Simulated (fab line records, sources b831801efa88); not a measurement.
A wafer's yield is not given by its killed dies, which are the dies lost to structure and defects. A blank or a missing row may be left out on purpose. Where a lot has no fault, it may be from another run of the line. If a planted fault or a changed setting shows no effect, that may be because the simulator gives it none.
Problem report in the 8D (eight disciplines) form, filled by code | flow sfq line | the parts of the form that need people (team, actions taken, sign-off) are left out

1. PROBLEM STATEMENT
Wafers without a fault read 79.15 W, standard deviation 0.071; heater power total W at SFQ_TRILAYER_I2_VIA_LITHO_PEB_070 reads a mean of 77.93 W on 6 wafers belonging to 2 lots. That is -17 standard deviations from the usual mean.
The step: peb time 60 s.
Seen first at day 42 08:43 on litho track-01, wafer L143.3. Wafers with a number at this step in the record: 42, from 14 lots. Rule for "out" (also "out of limits"): further than 4 standard deviations from the usual mean. Any other wafer with a number is counted as sound.

2. WHAT IT IS AND WHAT IT IS NOT
question                    | is                                 | is not
which readings at this step | heater power total W, plate temp C | -
which lots                  | L143, L144                         | L129, L130, L131, L133, L134, L135, L137, L142, L148, L149, L150, L152
which wafers of those lots  | all that have a number             | -
read on which tools         | litho track-01                     | litho track-02, litho track-04
when                        | from day 42 08:43                  | up to then (24 sound wafers); but 12 sound wafers of L148, L149, L150, L152 came after

3. SUSPECTS, AND WHAT RULES EACH OUT
Counting: a tool at a process step up to the reading stays a suspect if it ran every lot that is out and no sound lot after the first of them.
- litho track-01 at SFQ_TRILAYER_I2_VIA_LITHO_PEB_070 (peb time 60 s): ruled out as a lasting fault. Sound lots L148, L149, L150 ran on it after its first lot that is out, L143 (day 42 08:43).
Left after counting: nothing in the record.

4. THE CAUSE (what the simulator had put in)
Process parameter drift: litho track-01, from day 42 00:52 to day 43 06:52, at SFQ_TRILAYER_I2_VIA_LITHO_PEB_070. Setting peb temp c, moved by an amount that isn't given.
Counting ruled it out, wrongly.

5. THE CHAIN OF EFFECTS, in route order
Each row: a reading where the mean over the struck wafers with a number is more than 3 standard deviations away from the usual. Only readings whose record carries a usual standard deviation are examined. hours: median over the lots of the time between each lot's start at the first step of this table that gives one and its start at this step. sigmas: the change, counted in usual standard deviations.
hours | step                              | reading              | usual    | on struck wafers | change | sigmas
0     | SFQ_TRILAYER_I2_VIA_LITHO_PEB_070 | heater power total W | 79.15 W  | 77.93            | -1.22  | -17
0     | SFQ_TRILAYER_I2_VIA_LITHO_PEB_070 | plate temp C         | 114.98 C | 113.55           | -1.44  | -12
It contains these process steps:
- SFQ_TRILAYER_I2_VIA_LITHO_PEB_070: peb time 60 s.

6. HOW IT WOULD HAVE BEEN CAUGHT EARLIER
8 hours passed between the start of the fault at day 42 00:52 and the first reading out of limits in this record, taken at day 42 08:43.
